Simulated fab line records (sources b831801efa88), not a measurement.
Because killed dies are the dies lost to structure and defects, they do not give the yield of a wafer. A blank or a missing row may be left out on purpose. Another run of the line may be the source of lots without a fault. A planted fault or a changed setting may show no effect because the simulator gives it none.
Which tool was responsible? | flow gf180mcu | 36 wafers from 12 lots sampled at 5 of the route's 602 steps

## WHAT THE GAUGES READ, wafer by wafer
GF_M2_THK_MEAS_06: measures by xrf.
lot  | measured     | on           | M2_ALCU_THK (nm)
L514 | day 19 08:43 | filmMetro-04 | 454 458 450
L515 | day 19 15:24 | filmMetro-02 | 455 453 466
L516 | day 20 01:41 | filmMetro-04 | 450 445 455
L517 | day 20 12:58 | filmMetro-03 | 456 451 459
L518 | day 20 16:44 | filmMetro-03 | 450 447 444
L520 | day 21 14:13 | filmMetro-04 | 451 448 453
L522 | day 22 08:10 | filmMetro-04 | 438 444 447
L526 | day 23 19:09 | filmMetro-02 | 446 452 445
L527 | day 24 01:40 | filmMetro-02 | 449 445 455
L528 | day 24 10:28 | filmMetro-04 | 456 452 458
L531 | day 25 10:54 | filmMetro-02 | 459 462 452
L534 | day 26 05:09 | filmMetro-03 | 468 460 463

GF_V2_THK_MEAS_01.
lot  | measured     | on           | V2_CVD_00_THK (nm)
L514 | day 20 10:01 | filmMetro-01 | 596 593 597
L515 | day 20 16:31 | filmMetro-02 | 601 600 593
L516 | day 21 02:47 | filmMetro-04 | 601 600 621
L517 | day 21 13:37 | filmMetro-01 | 602 605 601
L518 | day 21 18:05 | filmMetro-01 | 622 620 607
L520 | day 22 14:56 | filmMetro-04 | 601 587 607
L522 | day 23 07:35 | filmMetro-04 | 615 594 617
L526 | day 24 17:34 | filmMetro-02 | 604 609 601
L527 | day 25 00:05 | filmMetro-02 | 589 607 598
L528 | day 25 09:16 | filmMetro-04 | 592 593 598
L531 | day 26 08:41 | filmMetro-04 | 600 602 592
L534 | day 27 02:07 | filmMetro-02 | 591 586 596

GF_V2_THK_MEAS_03.
lot  | measured     | on           | V2_CVD_02_THK (nm)
L514 | day 20 10:09 | filmMetro-04 | 845 875 864
L515 | day 20 16:38 | filmMetro-04 | 818 857 868
L516 | day 21 02:55 | filmMetro-02 | 850 855 862
L517 | day 21 13:45 | filmMetro-04 | 831 853 847
L518 | day 21 18:13 | filmMetro-02 | 856 863 864
L520 | day 22 15:04 | filmMetro-02 | 836 842 846
L522 | day 23 07:43 | filmMetro-02 | 841 868 868
L526 | day 24 17:41 | filmMetro-04 | 1247 1246 1257
L527 | day 25 00:13 | filmMetro-04 | 1252 1251 1239
L528 | day 25 09:24 | filmMetro-02 | 1267 1252 1264
L531 | day 26 08:49 | filmMetro-01 | 847 848 846
L534 | day 27 02:15 | filmMetro-01 | 856 849 835

## TOOL THAT RAN EACH LOT (tool first, then ch and the chambers of the sampled wafers, then the start)
lot  | GF_M2_SPUTTER_03            | GF_V2_CVD_02
L514 | pvdSputter-02, day 19 08:32 | pecvd-04 ch 1,2, day 20 10:05
L515 | pvdSputter-03, day 19 15:13 | pecvd-04 ch 0,1, day 20 16:34
L516 | pvdSputter-02, day 20 01:30 | pecvd-03 ch 0,2, day 21 02:50
L517 | pvdSputter-02, day 20 12:47 | pecvd-04 ch 0,1, day 21 13:41
L518 | pvdSputter-02, day 20 16:34 | pecvd-04 ch 1,2, day 21 18:09
L520 | pvdSputter-01, day 21 14:02 | pecvd-03 ch 0,1, day 22 15:00
L522 | pvdSputter-01, day 22 07:59 | pecvd-02 ch 0,1,2, day 23 07:38
L526 | pvdSputter-02, day 23 18:58 | pecvd-04 ch 1,2, day 24 17:37
L527 | pvdSputter-03, day 24 01:28 | pecvd-04 ch 0,1,2, day 25 00:08
L528 | pvdSputter-02, day 24 10:16 | pecvd-04 ch 0,1,2, day 25 09:20
L531 | pvdSputter-03, day 25 10:42 | pecvd-03 ch 0,1,2, day 26 08:44
L534 | pvdSputter-03, day 26 04:58 | pecvd-02 ch 0,1,2, day 27 02:10
- GF_M2_SPUTTER_03: material Ti, target thk 10 nm, time 6.7 s.
- GF_V2_CVD_02: deposits SiO2 from TEOS, target thk 850 nm, time 94.851 s.

## AS READ BY THE TOOLS THEMSELVES (means over the sampled wafers that have a number; for cases with no such wafer, the mark the record gives instead)
GF_M2_SPUTTER_03.
lot  | tool          | substrateTempC (C) | throttleValvePct (%)
L514 | pvdSputter-02 | 299.84             | 30.5
L515 | pvdSputter-03 | 300.12             | 29.6
L516 | pvdSputter-02 | 299.92             | 30.8
L517 | pvdSputter-02 | 299.94             | 30.8
L518 | pvdSputter-02 | 300.07             | 30.4
L520 | pvdSputter-01 | 299.96             | 30.0
L522 | pvdSputter-01 | 299.96             | 29.4
L526 | pvdSputter-02 | 299.96             | 29.7
L527 | pvdSputter-03 | 299.98             | 29.8
L528 | pvdSputter-02 | 300.02             | 29.8
L531 | pvdSputter-03 | 300.03             | 29.6
L534 | pvdSputter-03 | 300.12             | 29.7

GF_V2_CVD_02.
lot  | tool     | heaterPowerOuterW (W) | heaterPowerW (W)
L514 | pecvd-04 | 402                   | 700
L515 | pecvd-04 | 396                   | 668
L516 | pecvd-03 | 337                   | 655
L517 | pecvd-04 | 351                   | 619
L518 | pecvd-04 | 430                   | 725
L520 | pecvd-03 | 304                   | 507
L522 | pecvd-02 | 371                   | 649
L526 | pecvd-04 | 370                   | 662
L527 | pecvd-04 | 362                   | 638
L528 | pecvd-04 | 361                   | 636
L531 | pecvd-03 | 373                   | 641
L534 | pecvd-02 | 400                   | 686

## THE ANSWER, worked out from the rows above alone
Rule: usual is defined by the lots themselves. The widest of any qualifying gaps counts: lots, ordered by their means at a reading, are off when they make up no more than a third of the lots, leave a main group of 4 or more, and stand apart from it by 3 or more times the standard deviation of that group's means. A main group is skipped when, at the precision printed for the reading in the tables above, its means are all equal. Also off: a lot with no number at a reading for which 4 or more lots have one. The other lots that the step has rows for count as sound. First the gauges in route order, then the tools' own readings, where a lot's mean is used as printed above. At the first step where some lot is off, the reading lying furthest off is the one used; lots without a number count as furthest.
Off: at GF_V2_THK_MEAS_03 (V2_CVD_02_THK), L526, L527, L528. Mean 851 nm and standard deviation 7.3 in the main group.
If a tool, at a process step before that reading, ran all the lots that are off and no sound lot after the first of them, it fits. Those tools and the gauges at GF_V2_THK_MEAS_03 are tried in the same way. One fits: pecvd-04 at GF_V2_CVD_02. Its last sound lot is L518 (day 21 18:09), its first lot that is off L526 (day 24 17:37): a fault that began between those two fits.

## WHAT THE SIMULATOR PUT IN
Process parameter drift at GF_V2_CVD_02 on pecvd-04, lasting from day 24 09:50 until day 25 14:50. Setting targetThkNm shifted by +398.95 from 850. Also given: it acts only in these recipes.
Lots struck among those shown: L526, L527, L528. This agrees with what the rule above found.
